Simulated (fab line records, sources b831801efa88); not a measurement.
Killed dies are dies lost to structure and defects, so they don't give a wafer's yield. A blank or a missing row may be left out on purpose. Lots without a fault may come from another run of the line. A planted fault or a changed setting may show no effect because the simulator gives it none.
Problem report in the 8D (eight disciplines) form, filled by code | flow gf180mcu | the parts of the form that need people (team, actions taken, sign-off) are left out

1. THE PROBLEM
cd_nm at GF_V2_CD_MEAS_14 reads a mean of 273.0 nm on 6 wafers of 2 lots; wafers without a fault read 260.0 nm with a standard deviation of 1.2. That is +11 standard deviations from the usual mean.
The step: target cd 260 nm.
First seen on wafer L997.1, day 24 20:46, on cd_sem-01. The record holds 39 wafers of 13 lots with a number at this step. Rule for "out", or "out of limits": more than 4 standard deviations from the usual mean. The other wafers with a number count as sound.

2. WHAT IT IS AND WHAT IT IS NOT
question                    | is                     | is not
which readings at this step | cd_nm                  | -
which lots                  | L997, L998             | L102, L103, L105, L106, L107, L108, L985, L986, L987, L988, L993
which wafers of those lots  | all that have a number | -
read on which gauges        | cd_sem-01              | cd_sem-02
when                        | from day 24 20:46      | up to then (15 sound wafers); but 18 sound wafers of L102, L103, L105, L106, L107, L108 came after

3. SUSPECTS, AND WHAT RULES EACH OUT
Counting: a tool at a process step up to the reading stays a suspect if it ran every lot that is out and no sound lot after the first of them.
- the gauge at GF_V2_CD_MEAS_14: ruled out. All the wafers that are out were read on cd_sem-01, but those of them that GF_V2_SOFTBAKE_10 has rows for are out there too, on other tools.
- pvd_sputter-04 at GF_M2_SPUTTER_00 (material Ti, target thk 37.5 nm, time 150 s): kept. It ran every lot that is out, first L997 (day 22 21:34), and no sound lot after that; its last sound lot up to then is L993 (day 21 12:16).
- litho_track-03 at GF_V2_SOFTBAKE_10 (time 60 s): ruled out as a lasting fault. Sound lots L107 ran on it after its first lot that is out, L997 (day 24 09:00).
Left after counting: pvd_sputter-04 at GF_M2_SPUTTER_00.

4. THE CAUSE (what the simulator had put in)
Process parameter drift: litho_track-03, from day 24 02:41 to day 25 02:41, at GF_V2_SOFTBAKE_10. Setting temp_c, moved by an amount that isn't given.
Counting ruled it out, wrongly: the rule takes a fault to strike every lot that its tool runs from its start on, and this one did not.

5. THE CHAIN OF EFFECTS, in route order
Each row: a reading whose mean over the struck wafers that have a number lies more than 3 standard deviations from the usual. Only readings for which the record gives a usual standard deviation are gone through. hours: the time from each lot's start at the first step in this table that gives one to its start at this step, as a median over the lots. sigmas: the change in usual standard deviations.
hours | step              | reading              | usual    | on struck wafers | change | sigmas
0     | GF_V2_SOFTBAKE_10 | heater_power_total_W | 93.04 W  | 97.51            | +4.47  | +81
0     | GF_V2_SOFTBAKE_10 | plate_temp_C         | 129.99 C | 134.79           | +4.80  | +34
11    | GF_V2_CD_MEAS_14  | cd_nm                | 260.0 nm | 273.0            | +13.0  | +11
The process steps in it:
- GF_V2_SOFTBAKE_10: time 60 s.

6. WHAT WOULD HAVE CAUGHT IT SOONER
In this record the first reading out of limits at a measuring or inspecting step was taken at day 24 20:46, 18 hours after the fault began at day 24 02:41.
The tool's own readings at GF_V2_SOFTBAKE_10 were out on every struck wafer that the step has a row for (heater_power_total_W, plate_temp_C): an alarm limit on them would have fired on the first of those.
